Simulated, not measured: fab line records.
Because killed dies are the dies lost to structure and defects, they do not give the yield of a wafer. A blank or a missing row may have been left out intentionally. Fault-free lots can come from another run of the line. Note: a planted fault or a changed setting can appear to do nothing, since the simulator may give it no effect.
fab line records	flow sky130
record lots=13	wafers=39	last_day=50
route steps=708 shown NWELL@67 VT_ADJUST_HVTR@138 SONOS_ONO@183 LDD_N@243 PAD_OPEN@708
lots with no fault: from the same line, run without faults
start_h: hours from the record's first day to the start of the lot's first wafer shown	wait_h: hours from the lot's prior step to this one	" the same as in the row above	L1.1+2: one row covering several wafers at once	- no value present, or no start provided	* or withheld: withheld	< > ~ a bound
route shown NAME@n: names a module that has steps shown in the file, with the first one's number in the route	usual: mean/standard deviation taken from wafers without a fault	same: alike in all rows	chamber/n: place in a boat	sites: readings site by site	_std_site: how widely they spread, as a standard deviation	_edge_site: inner sites' mean taken away from outer sites' mean	radius_mm: for every site, how far away it sits from the centre of the wafer	mask NAME#n: copy n	behind: the tool/chamber that last shaped the wafer	hold: the reason the lot was held/the length of the hold in hours/how it ended	device: transistor that didn't switch, given as n, p or np	end of line: the same wafers' tests at the end of the route	where a step has no rows: the recipe by itself	killed: not the wafer's yield, but the dies lost to structure and defects at the first sort	map: a wafer's dies, marking killed ones x, the rest . and places with no die _
set.NAME: the setting the step ran with; set.NAME@STEP: the setting that earlier step ran with	model.NAME: the simulator's own value behind a step, which no gauge read
the route's steps for a sample of lots (tables are steps, rows are wafers)
services: when a tool's chamber went out of use (start_h, in hours from the record's first day, below 0 if earlier), for how many hours, and the reason
## steps
# step SKY_NWELL_STRIP_14
# recipe chemistry=O2/N2	power_w=1400	pressure_mtorr=1500	platen_temp_c=withheld	o2_flow_sccm=3000	n2_flow_sccm=300	overash_fraction=0.5
# usual drypump_motor_current_A=5.6/0.58	oes_product_au=0.723/0.0047	strip_time_to_endpoint_s=36.92/0.087
lot.wafer	tool	chamber	start_h	wait_h	drypump_motor_current_A	oes_product_au	rf_hours_counter_h	strip_time_to_endpoint_s
L521.1	plasma_asher-04	0	102.31	0.1	5.6	0.718	27	36.83
L521.4	"	1	"	"	5.1	0.719	-	36.90
L521.6	"	1	"	"	5.2	0.725	-	36.80
L522.2	plasma_asher-02	1	108.87	0.1	5.3	0.717	35	36.79
L522.5	"	1	"	"	5.3	0.722	-	36.85
L522.6	"	0	"	"	6.8	0.725	-	36.82
L523.2	plasma_asher-02	1	111.76	0.1	5.3	0.722	35	36.94
L523.3	"	1	"	"	5.3	0.723	-	36.99
L523.4	"	0	"	"	6.8	0.729	-	37.02
L527.1	plasma_asher-02	0	141.98	0.1	6.8	0.720	39	36.75
L527.3	"	1	"	"	5.3	0.727	-	36.88
L527.6	"	1	"	"	5.3	0.725	-	36.74
L529.1	plasma_asher-02	0	146.96	0.1	6.8	0.728	39	36.95
L529.4	"	0	"	"	6.8	0.718	-	36.82
L529.6	"	1	"	"	5.3	0.724	-	36.95
L530.4	plasma_asher-04	1	156.39	0.1	5.2	0.724	-	37.08
L530.5	"	0	"	"	5.6	0.718	-	36.99
L530.6	"	1	"	"	5.2	0.725	-	37.10
L533.3	plasma_asher-04	0	176.44	0.1	5.7	0.723	-	37.02
L533.4	"	1	"	"	5.2	0.732	-	37.06
L533.6	"	0	"	"	5.7	0.731	-	36.90
L536.2	plasma_asher-02	1	192.41	0.1	5.3	0.722	44	36.89
L536.5	"	1	"	"	5.3	0.728	-	36.88
L536.6	"	0	"	"	6.8	0.734	-	36.83
L537.1	plasma_asher-04	0	198.31	0.1	5.6	0.722	35	36.86
L537.4	"	0	"	"	5.6	0.712	-	36.90
L537.5	"	0	"	"	5.6	0.727	-	36.95
L538.1	plasma_asher-04	0	209.46	0.1	5.7	0.719	36	36.90
L538.3	"	1	"	"	5.2	0.720	-	36.95
L538.6	"	1	"	"	5.2	0.724	-	36.84
L539.1	plasma_asher-04	0	215.08	0.1	5.6	0.724	36	37.04
L539.3	"	1	"	"	5.2	0.723	-	37.02
L539.5	"	0	"	"	5.6	0.727	-	36.99
L540.2	plasma_asher-01	1	218.51	0.1	5.6	0.721	57	36.88
L540.4	"	1	"	"	5.6	0.726	-	36.93
L540.6	"	1	"	"	5.7	0.727	-	36.96
L541.2	plasma_asher-02	0	220.21	0.1	6.8	0.716	47	36.78
L541.3	"	0	"	"	6.8	0.731	-	36.79
L541.6	"	0	"	"	6.8	0.724	-	36.75
# step SKY_VT_ADJUST_HVTR_CD_MEAS_07
# recipe target_cd_nm=380
# usual cd_nm=380.4/2.4
lot.wafer	tool	chamber	start_h	wait_h	cd_nm
L521.1	cd_sem-01	-	227.57	0.1	383.8
L521.4	"	-	"	"	383.0
L521.6	"	-	"	"	384.5
L522.2	cd_sem-01	-	234.54	0.1	379.4
L522.5	"	-	"	"	379.0
L522.6	"	-	"	"	377.3
L523.2	cd_sem-02	-	237.44	0.1	375.4
L523.3	"	-	"	"	378.3
L523.4	"	-	"	"	378.4
L527.1	cd_sem-02	-	278.57	0.1	382.4
L527.3	"	-	"	"	381.0
L527.6	"	-	"	"	383.2
L529.1	cd_sem-01	-	281.52	0.1	376.4
L529.4	"	-	"	"	376.0
L529.6	"	-	"	"	375.2
L530.4	cd_sem-02	-	293.78	0.1	380.0
L530.5	"	-	"	"	378.5
L530.6	"	-	"	"	380.6
L533.3	cd_sem-01	-	320.82	0.1	380.2
L533.4	"	-	"	"	381.1
L533.6	"	-	"	"	380.4
L536.2	cd_sem-02	-	336.55	0.1	380.4
L536.5	"	-	"	"	379.2
L536.6	"	-	"	"	381.0
L537.1	cd_sem-01	-	347.32	0.1	379.1
L537.4	"	-	"	"	381.4
L537.5	"	-	"	"	378.7
L538.1	cd_sem-01	-	359.47	0.1	381.6
L538.3	"	-	"	"	382.6
L538.6	"	-	"	"	379.9
L539.1	cd_sem-02	-	366.57	0.1	381.0
L539.3	"	-	"	"	382.5
L539.5	"	-	"	"	379.4
L540.2	cd_sem-02	-	370.14	0.1	385.1
L540.4	"	-	"	"	383.5
L540.6	"	-	"	"	385.4
L541.2	cd_sem-02	-	373.49	0.1	382.4
L541.3	"	-	"	"	379.9
L541.6	"	-	"	"	379.8
# step SKY_SONOS_ONO_ETCH_15
# recipe target_depth_nm=19.52	chemistry=CHF3/O2	source_w=617.7	bias_w=200	pressure_mtorr=40	chf3_flow_sccm=50	O2_flow_sccm=5	time_s=7.8
# usual drypump_motor_current_A=5.5/0.41	oes_product_au=1.001/0.012	throttle_valve_pct=8.827/0.0098
lot.wafer	tool	chamber	start_h	wait_h	drypump_motor_current_A	oes_product_au	rf_hours_counter_h	throttle_valve_pct
L521.1	rie_diel-03	3	306.03	0.0	5.9	1.009	2	8.836
L521.4	"	2	"	"	5.6	0.988	79	8.818
L521.6	"	3	"	"	5.9	1.000	-	8.810
L522.2	rie_diel-03	1	315.49	0.0	5.0	1.004	9	8.825
L522.5	"	3	"	"	5.9	1.009	-	8.821
L522.6	"	0	"	"	4.9	0.997	-	8.827
L523.2	rie_diel-04	1	315.79	0.0	5.7	0.989	106	8.836
L523.3	"	2	"	"	5.0	0.995	0	8.828
L523.4	"	3	"	"	5.8	0.976	73	8.811
L527.1	rie_diel-01	2	365.83	0.0	6.2	1.012	105	8.834
L527.3	"	3	"	"	6.0	1.001	9	8.831
L527.6	"	0	"	"	5.4	1.020	-	8.817
L529.1	rie_diel-03	2	368.28	0.0	5.5	0.986	81	8.819
L529.4	"	1	"	"	5.0	1.008	10	8.840
L529.6	"	0	"	"	4.9	0.995	-	8.827
L530.4	rie_diel-03	2	380.74	0.0	5.6	0.981	81	8.826
L530.5	"	0	"	"	4.9	1.000	-	8.817
L530.6	"	3	"	"	5.9	0.990	-	8.835
L533.3	rie_diel-03	1	414.03	0.0	4.9	1.013	11	8.830
L533.4	"	1	"	"	4.9	1.024	-	8.816
L533.6	"	3	"	"	5.9	1.009	-	8.838
L536.2	rie_diel-03	2	431.22	0.0	5.6	0.995	82	8.822
L536.5	"	2	"	"	5.5	0.999	-	8.828
L536.6	"	1	"	"	5.0	0.995	-	8.823
L537.1	rie_diel-03	0	443.18	0.0	4.9	1.005	64	8.823
L537.4	"	1	"	"	4.9	1.000	11	8.829
L537.5	"	2	"	"	5.6	0.996	-	8.825
L538.1	rie_diel-01	2	460.44	0.0	6.1	1.003	0	8.830
L538.3	"	1	"	"	5.4	0.996	20	8.834
L538.6	"	3	"	"	6.0	0.993	-	8.822
L539.1	rie_diel-01	1	461.64	0.0	5.4	1.010	20	8.838
L539.3	"	2	"	"	6.2	1.006	0	8.823
L539.5	"	2	"	"	6.2	1.006	-	8.807
L540.2	rie_diel-03	0	465.33	0.0	4.9	0.998	64	8.826
L540.4	"	1	"	"	4.9	1.018	12	8.828
L540.6	"	3	"	"	5.9	1.015	-	8.820
L541.2	rie_diel-01	1	470.29	0.0	5.4	1.000	20	8.829
L541.3	"	2	"	"	6.2	1.010	1	8.834
L541.6	"	0	"	"	5.4	1.018	-	8.826
# step SKY_LDD_N_DEVELOP_06
# recipe develop_time_s=60	dev_temp_c=23
# usual developer_temp_C=23.02/0.1
lot.wafer	tool	chamber	start_h	wait_h	developer_temp_C
L521.1	litho_track-02	0	436.32	0.1	23.01
L521.4	"	0	"	"	23.04
L521.6	"	0	"	"	23.04
L523.2	litho_track-01	0	436.81	0.1	22.88
L523.3	"	0	"	"	23.05
L523.4	"	0	"	"	23.13
L522.2	litho_track-04	0	444.89	0.1	23.05
L522.5	"	0	"	"	23.00
L522.6	"	0	"	"	22.99
L527.1	litho_track-01	0	499.93	0.1	23.04
L527.3	"	0	"	"	22.90
L527.6	"	0	"	"	23.05
L529.1	litho_track-04	0	500.12	0.1	23.93
L529.4	"	0	"	"	23.73
L529.6	"	0	"	"	24.07
L530.4	litho_track-04	0	517.99	0.1	24.13
L530.5	"	0	"	"	23.84
L530.6	"	0	"	"	23.90
L533.3	litho_track-02	0	553.72	0.1	23.13
L533.4	"	0	"	"	22.93
L533.6	"	0	"	"	23.05
L536.2	litho_track-02	0	566.75	0.1	23.01
L536.5	"	0	"	"	22.99
L536.6	"	0	"	"	22.98
L537.1	litho_track-02	0	573.37	0.1	22.88
L537.4	"	0	"	"	22.86
L537.5	"	0	"	"	22.90
L538.1	litho_track-01	0	588.63	0.1	22.95
L538.3	"	0	"	"	22.96
L538.6	"	0	"	"	22.98
L539.1	litho_track-02	0	593.92	0.1	22.91
L539.3	"	0	"	"	23.08
L539.5	"	0	"	"	22.97
L540.2	litho_track-04	0	594.94	0.1	23.06
L540.4	"	0	"	"	23.19
L540.6	"	0	"	"	23.08
L541.2	litho_track-04	0	599.59	0.1	22.97
L541.3	"	0	"	"	23.16
L541.6	"	0	"	"	23.06
# step SKY_PAD_OPEN_PROBE_99
# usual killed_at_M0_to_M3=43/7.2	killed_at_M4_up=3.5/2	killed_at_contacts=24/5.2	killed_at_front_end=15/4.4	killed_at_other=0.2/0.48	killed_dies=85/9.4	killed_open=46/7.3	killed_short=39/6.1
# same gross_dies=492	killed_at_back_side=0
lot.wafer	tool	chamber	start_h	wait_h	killed_at_M0_to_M3	killed_at_M4_up	killed_at_contacts	killed_at_front_end	killed_at_other	killed_dies	killed_open	killed_short
L523.2	prober-01	-	1100.77	0.1	52	1	27	9	0	89	56	33
L523.3	prober-01	-	1100.82	0.2	53	7	19	16	0	95	59	36
L523.4	prober-01	-	1100.87	0.2	35	6	21	11	0	73	38	35
L529.1	prober-02	-	1127.15	0.1	35	4	22	18	0	79	42	37
L529.4	prober-02	-	1127.30	0.2	40	2	29	10	1	82	41	41
L529.6	prober-02	-	1127.40	0.2	29	0	21	14	0	64	34	30
# killed by level:class
L523.2 VIA1:geometric_particle:open=13 VIA3:geometric_particle:open=12 LI_CONTACT:geometric_particle:open=10 CONTACT:geometric_particle:open=8 LI_CONTACT:geometric_particle:short=5 VIA3:geometric_particle:short=5 METAL1:geometric_particle:open=4 METAL1:geometric_particle:short=4
L523.3 VIA1:geometric_particle:open=14 VIA2:geometric_particle:open=12 CONTACT:geometric_particle:open=10 VIA1:geometric_particle:short=7 VIA3:geometric_particle:open=7 POLY_GATE:geometric_particle:short=6 FIELD_ISO:geometric_particle:open=5 METAL1:geometric_particle:short=5
L523.4 CONTACT:geometric_particle:open=9 FIELD_ISO:geometric_particle:short=6 METAL3:geometric_particle:short=6 VIA3:geometric_particle:open=6 VIA2:geometric_particle:open=5 VIA3:geometric_particle:short=4 LI_CONTACT:geometric_particle:open=4 VIA1:geometric_particle:open=4
L529.1 VIA1:geometric_particle:open=7 FIELD_ISO:geometric_particle:short=5 LI_CONTACT:geometric_particle:short=5 LI_CONTACT:geometric_particle:open=5 CONTACT:geometric_particle:open=5 VIA3:geometric_particle:open=5 VIA3:geometric_particle:short=5 FIELD_ISO:geometric_particle:open=4
L529.4 LI_CONTACT:geometric_particle:open=11 CONTACT:geometric_particle:open=7 VIA3:geometric_particle:short=6 VIA1:geometric_particle:open=6 VIA2:geometric_particle:open=6 VIA1:geometric_particle:short=5 CONTACT:geometric_particle:short=4 METAL1:geometric_particle:short=4
L529.6 LI_CONTACT:geometric_particle:open=8 CONTACT:geometric_particle:open=8 METAL1:geometric_particle:short=5 FIELD_ISO:geometric_particle:short=4 VIA2:geometric_particle:open=4 VIA3:geometric_particle:open=4 CONTACT:geometric_particle:short=3 VIA1:geometric_particle:short=3
## services
tool	chamber	start_h	hours	kind
plasma_asher-04	-	131.74	15.6	pm
rie_diel-03	2	154.66	26.5	repair
rie_diel-03	1	162.19	9.8	repair
plasma_asher-02	-	172.05	6.5	repair
plasma_asher-04	-	185.71	7.7	repair
plasma_asher-04	-	192.23	6.0	repair
plasma_asher-02	-	230.92	0.4	repair
rie_diel-03	0	261.51	16.5	repair
rie_diel-03	-	267.31	2.8	pm
rie_diel-03	3	278.60	7.2	repair
plasma_asher-04	-	327.01	3.4	repair
plasma_asher-02	-	353.17	1.4	repair
rie_diel-03	0	409.05	6.1	repair
plasma_asher-02	-	421.25	9.0	pm
plasma_asher-02	-	445.38	5.6	repair
rie_diel-03	0	488.34	3.5	repair
plasma_asher-04	-	503.49	2.8	pm
rie_diel-03	0	503.66	13.3	repair
plasma_asher-02	-	523.77	1.7	repair
rie_diel-03	-	531.28	0.7	repair
rie_diel-03	1	567.94	2.8	repair
rie_diel-03	2	579.16	5.4	repair
plasma_asher-02	-	581.61	2.8	pm
rie_diel-03	0	597.45	3.6	repair
## key
first_sign step=SKY_LDD_N_DEVELOP_06	reading=developer_temp_C	direction=up	sigmas=8.8	usual=*	struck=*
effect none on later readings
met_at SKY_LDD_N_DEVELOP_06
struck_lots L529,L530
tester_left_out L529,L530
not_acting_at SKY_NWELL_STRIP_14,SKY_VT_ADJUST_HVTR_CD_MEAS_07,SKY_SONOS_ONO_ETCH_15
onset_between 444.89 500.12
fault kind=process_parameter_drift	tool=litho_track-04	chamber=-	onset_h=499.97	steps=SKY_LDD_N_DEVELOP_06	channel=dev_temp_c	offset=*	shape=step	end_h=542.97	acts_in=*	stated=*
# tester_left_out: of these lots the tester's yield and bins aren't shown, on N5 and GAA mostly nor the transistor test; their killed dies are dies lost to structure and defects alone, not to doping, threshold or leakage, so they don't give the yield
